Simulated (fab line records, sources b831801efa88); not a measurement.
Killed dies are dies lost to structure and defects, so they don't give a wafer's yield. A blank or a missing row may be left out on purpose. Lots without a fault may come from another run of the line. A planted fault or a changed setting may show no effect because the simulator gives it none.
A struck lot beside a sound one | flow sky130 | 16 steps out of a route of 708
Sound: wafers L310.1, L310.4, L310.6. Struck: wafers L313.1, L313.4, L313.6. The cause comes at the end.
At each step with rows: each side's tool, then ch and its chambers, then its first start. Under that, the readings that differ: sound wafers | struck wafers | difference of the means | sigmas: that difference in standard deviations of wafers without a fault.
alike: readings whose means differ by less than 2 such deviations, and words and numbers that are the same on both sides. not compared: withheld readings, readings that some wafer has no value for, bounds like >300 that may hide the same value, and numbers for which the record gives no deviation and whose values overlap.
The two part at a step that has a row with sigmas, a row that says differs or no value, or rows on one side only. Numbers that don't overlap but have no deviation are shown without sigmas and don't part them. A reading that every wafer of one side lacks parts them only if that side has two wafers or more.

SKY_METAL5_SPUTTER_03: material Ti, target thk 5 nm, time 3.3 s.
  sound on pvd_sputter-04, day 44 20:06; struck on pvd_sputter-04, day 45 22:25
  alike: cathode_dc_power_W, throttle_valve_pct
SKY_METAL5_SPUTTER_04: material TiN, target thk 70 nm, time 58.3 s.
  sound on pvd_sputter-04, day 44 20:07; struck on pvd_sputter-04, day 45 22:26
  alike: cathode_dc_power_W, throttle_valve_pct
SKY_METAL5_RS_MEAS_05: measures by four-point-probe.
  sound on film_metro-01, day 44 20:10; struck on film_metro-01, day 45 22:28
  alike: METAL5_ALCU_RS
SKY_METAL5_THK_MEAS_06: measures by xrf.
  sound on film_metro-01, day 44 20:17; struck on film_metro-01, day 45 22:35
  alike: METAL5_ALCU_THK
then, 7 steps without rows for these wafers: SKY_METAL5_DEHYDRATE_07 (time 60 s); SKY_METAL5_HMDS_08 (prime time 60 s); SKY_METAL5_COAT_09 (resist thk 1800 nm); SKY_METAL5_SOFTBAKE_10 (time 60 s); SKY_METAL5_EXPOSE_11 (exposes mask MM5, target cd 1600 nm); SKY_METAL5_PEB_12; SKY_METAL5_DEVELOP_13 (develop time 60 s).
SKY_METAL5_DESCUM_14: chemistry O2, time 11 s.
  sound on rie_metal-03 ch 0,1, day 45 17:50; struck on rie_metal-02 ch 0,1, day 46 19:17
  alike: drypump_motor_current_A, oes_product_au
  not compared: rf_hours_counter_h
SKY_METAL5_METAL_ETCH_15: etches the open film in Cl2/BCl3, stops on SiO2, target depth 1260 nm, time 252 s.
  sound on rie_metal-03 ch 0,1, day 45 17:53; struck on rie_metal-02 ch 0,1, day 46 19:20
  reading                                     | sound             | struck                  | difference | sigmas
  oes_product_au (a.u.)                       | 0.891 0.895 0.898 | 0.822 0.818 0.823       | -0.074     | -15
  over_etch_frac                              | 0.2 0.2 0.2       | 0.41128 0.41128 0.41128 | +0.21128   |
  model.NOVOLAK_of_METAL5_COAT_09.thk_nm (nm) | 1039 1012 1045    | 846.4 845.4 899.6       | -168.2     |
  model.SiO2_of_VIA4_HDPCVD_00.thk_nm (nm)    | 550.5 546.7 549.4 | 544.6 543.2 545.2       | -4.5       |
  alike: drypump_motor_current_A, throttle_valve_pct
  not compared: rf_hours_counter_h, model.METAL5.cd_nm
SKY_METAL5_STRIP_16: strips in O2/N2.
  sound on plasma_asher-02 ch 0,1, day 45 18:07; struck on plasma_asher-02 ch 0,1, day 46 19:34
  reading                      | sound             | struck            | difference | sigmas
  oes_product_au (a.u.)        | 0.707 0.709 0.714 | 0.676 0.683 0.700 | -0.024     | -5
  strip_time_to_endpoint_s (s) | 13.14 12.79 13.19 | 10.95 10.93 11.58 | -1.89      | -7
  alike: drypump_motor_current_A, o2_flow_sccm
  not compared: rf_hours_counter_h
then, 1 step without rows for these wafers: SKY_METAL5_STRIP_17 (strips in post etch residue remover, time 1200 s).
SKY_PAD_OPEN_PROBE_99:
  sound on prober-01, day 47 13:18; struck on prober-01, day 48 12:32
  alike: defect_limited_yield, killed_at_M0_to_M3, killed_at_M4_up, killed_at_contacts, killed_at_front_end, killed_at_other, killed_dies, killed_open, killed_short, sort_bin_3_pad_short, sort_bin_5_function, sort_bin_6_memory, sort_n_pass, sort_yield_pct
  not compared: model.etest.met5.width_nm

WHERE THEY PART
First at SKY_METAL5_METAL_ETCH_15; last, within this record, at SKY_METAL5_STRIP_16. Later steps at which nothing parts them and some readings are alike: SKY_PAD_OPEN_PROBE_99.

WHY: what the simulator had put in
Process parameter drift: rie_metal-02, from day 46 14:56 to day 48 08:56, at SKY_METAL5_METAL_ETCH_15. Setting over_etch_frac, moved by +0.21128, from 0.2. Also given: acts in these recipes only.
